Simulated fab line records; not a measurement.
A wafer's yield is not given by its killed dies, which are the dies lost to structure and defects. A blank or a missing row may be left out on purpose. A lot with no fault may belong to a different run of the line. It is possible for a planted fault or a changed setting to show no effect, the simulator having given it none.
One fault through the eyes of 2 desks + flow gf180mcu + only its own numbers are on each desk; what lay behind them is given at the end

## TOOL OWNER'S DESK, litho track-01
The tool's own readings at GF_POLY_GATE_PEB_08 (peb time 90 s): means of the sampled wafers that have a number, for each lot that ran on this tool. If a lot's mean is further than 4 standard deviations from the usual mean, the lot is out of limits and carries the mark OUT (the distance appears in the brackets).
Columns: A = heater power total W at GF_POLY_GATE_PEB_08, usual 85.70 W
| lot  | first seen here | A                |
|------|-----------------|------------------|
| L287 | day 9 09:58     | 85.75            |
| L293 | day 11 09:38    | 85.71            |
| L298 | day 12 15:45    | 86.13 (+5.2) OUT |
| L300 | day 13 04:20    | 86.51 (+9.9) OUT |
| L310 | day 16 11:56    | 85.66            |
This desk's verdict: out of limits on L298, L300, starting with L298 at day 12 15:45 (heater power total W at GF_POLY_GATE_PEB_08). L287, L293, L310 stayed within limits.

## THE METROLOGY DESK
Means of the sampled wafers that have a number, per lot and without regard to the tool the lot ran on: this is what the gauges read. If a lot's mean is further than 4 standard deviations from the usual mean, the lot is out of limits and carries the mark OUT (the distance appears in the brackets).
Columns: A = NWELL_OVL at GF_NWELL_OVL_MEAS_07, usual 0.1 nm; B = HV_LDD_OVL at GF_HV_LDD_OVL_MEAS_08, usual -0.3 nm
| lot  | first seen here | A    | B    |
|------|-----------------|------|------|
| L287 | day 3 09:00     | 0.9  | 0.6  |
| L288 | day 3 13:40     | -0.6 | 1.1  |
| L289 | day 3 19:25     | -2.6 | 1.5  |
| L293 | day 4 18:22     | -0.1 | 0.3  |
| L294 | day 5 00:02     | -0.4 | -1.2 |
| L296 | day 5 10:40     | -0.4 | -0.9 |
| L297 | day 5 15:06     | 1.2  | 0.8  |
| L298 | day 5 20:06     | -0.4 | -0.7 |
| L299 | day 6 00:58     | 1.4  | -0.9 |
| L300 | day 6 07:06     | 0.5  | -1.5 |
| L303 | day 7 05:33     | -0.9 | -0.7 |
| L308 | day 8 08:36     | -0.8 | -0.1 |
| L309 | day 8 13:08     | -1.0 | -1.4 |
| L310 | day 8 18:13     | 0.6  | -0.5 |
Result from this desk: across the 14 lots, nothing is out of limits.

## TAKEN TOGETHER
The tool owner's desk had the chance to raise an alarm at day 12 15:45 on L298, L300.
The metrology desk saw nothing out of limits.
The metrology desk has L298, L300 on record, within its limits.
On litho track-01, each named lot ran GF_POLY_GATE_PEB_08.

## WHAT THE SIMULATOR PUT IN
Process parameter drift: litho track-01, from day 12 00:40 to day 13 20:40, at GF_POLY_GATE_PEB_08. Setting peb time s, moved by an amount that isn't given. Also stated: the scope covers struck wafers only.
Lots struck among those shown: L298, L300.
Time in hours from fault onset to the first out-of-limits reading at each desk: the tool owner's desk, 15.
